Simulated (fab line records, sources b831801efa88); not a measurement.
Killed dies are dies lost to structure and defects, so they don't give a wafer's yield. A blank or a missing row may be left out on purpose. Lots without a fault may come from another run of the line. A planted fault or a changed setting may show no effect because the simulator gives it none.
Split-lot experiment | flow sfq_line | 5 lots, 23 wafers read, on a route of 325 steps

THE SPLIT
At SFQ_TRILAYER_L0_LITHO_EXPOSE_006 (exposes mask L0, target cd 2000 nm), the setting dose_mj was moved away from the recipe's 14.4 on 8 of the 23 wafers read, by -7.4% to +2.6%. The other wafers ran this setting at the recipe's value.

FROM THE SPLIT TO THE READING: what the file shows between them, 2 steps
- SFQ_TRILAYER_L0_LITHO_PEB_008: peb time 60 s
- SFQ_TRILAYER_L0_LITHO_DEVELOP_007: time 60 s

THE READING
L0.cd_nm (the simulator's own value, which no gauge read), in nm, at SFQ_TRILAYER_L0_BARC_OPEN_METAL_ETCH_010 (etches BARC in O2, target depth 125 nm, time 41.7 s). The file gives no usual value for it. The 15 wafers here that ran the recipe average 1981 nm, standard deviation 1.7 nm.

wafer  | tool, chamber at the split | dose_mj as run | against the recipe | L0.cd_nm, nm | against lot-mates on the recipe
L080.2 | krf_scanner-01, 0          | 14.4           | recipe             | 1978         | -
L080.3 | krf_scanner-01, 0          | 14.4           | recipe             | 1979         | -
L080.4 | krf_scanner-01, 0          | 13.34          | -7.4%              | 1992         | +13
L080.6 | krf_scanner-01, 0          | 13.34          | -7.4%              | 1992         | +13
L080.5 | krf_scanner-01, 0          | 14.4           | recipe             | 1979         | -
L081.1 | krf_scanner-01, 0          | 14.4           | recipe             | 1985         | -
L081.2 | krf_scanner-01, 0          | 14.4           | recipe             | 1981         | -
L081.3 | krf_scanner-01, 0          | 14.4           | recipe             | 1983         | -
L082.1 | krf_scanner-01, 0          | 14.4           | recipe             | 1980         | -
L082.2 | krf_scanner-01, 0          | 13.7           | -4.9%              | 1989         | +9
L082.3 | krf_scanner-01, 0          | 14.4           | recipe             | 1980         | -
L082.4 | krf_scanner-01, 0          | 13.7           | -4.9%              | 1991         | +11
L082.5 | krf_scanner-01, 0          | 13.7           | -4.9%              | 1991         | +11
L084.1 | krf_scanner-02, 0          | 14.4           | recipe             | 1981         | -
L084.2 | krf_scanner-02, 0          | 14.4           | recipe             | 1982         | -
L084.4 | krf_scanner-02, 0          | 14.4           | recipe             | 1981         | -
L084.6 | krf_scanner-02, 0          | 14.4           | recipe             | 1981         | -
L084.5 | krf_scanner-02, 0          | 14.4           | recipe             | 1980         | -
L085.1 | krf_scanner-02, 0          | 14.77          | +2.6%              | 1978         | -3
L085.2 | krf_scanner-02, 0          | 14.4           | recipe             | 1980         | -
L085.3 | krf_scanner-02, 0          | 14.4           | recipe             | 1982         | -
L085.5 | krf_scanner-02, 0          | 14.77          | +2.6%              | 1978         | -3
L085.6 | krf_scanner-02, 0          | 14.77          | +2.6%              | 1978         | -3

THE FIT
A straight line over all 23 wafers: L0.cd_nm changes by -1.6 nm for each +1% of dose_mj; r = -0.94; the points scatter about the line by 1.7 nm.
The same after taking each lot's own level away (the mean of its wafers on the recipe; 23 wafers): -1.81 nm for each +1%; r = -0.98; scatter 1.1 nm.
On that fit, the largest move of dose_mj shifts the reading by 13 nm.
The lots' own levels span 1978.7 to 1983.0 nm, that is 2.6 times the standard deviation above.
So the lot-to-lot level changes the slope: the two fits differ.
Check: with one of the wafers moved furthest among these (-7.4%) left out of the fit, the line predicts +13.9 nm for it against its lot-mates. It came out at +13.3 nm against them.

OTHER SPLITS ON THESE WAFERS
These wafers also went through other splits before the reading. Each is held against what the fit with the lots' levels taken away leaves over:
other split on the same wafers               | wafers away from the commonest value | r with L0.cd_nm (lot level and that fit taken away)
SFQ_TRILAYER_L0_LITHO_COAT_010 resist_thk_nm | 7                                    | -0.06

THE FILE'S OWN FIT
L0.cd_nm changes by -1.85 nm for each +1% of dose_mj, r = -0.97.
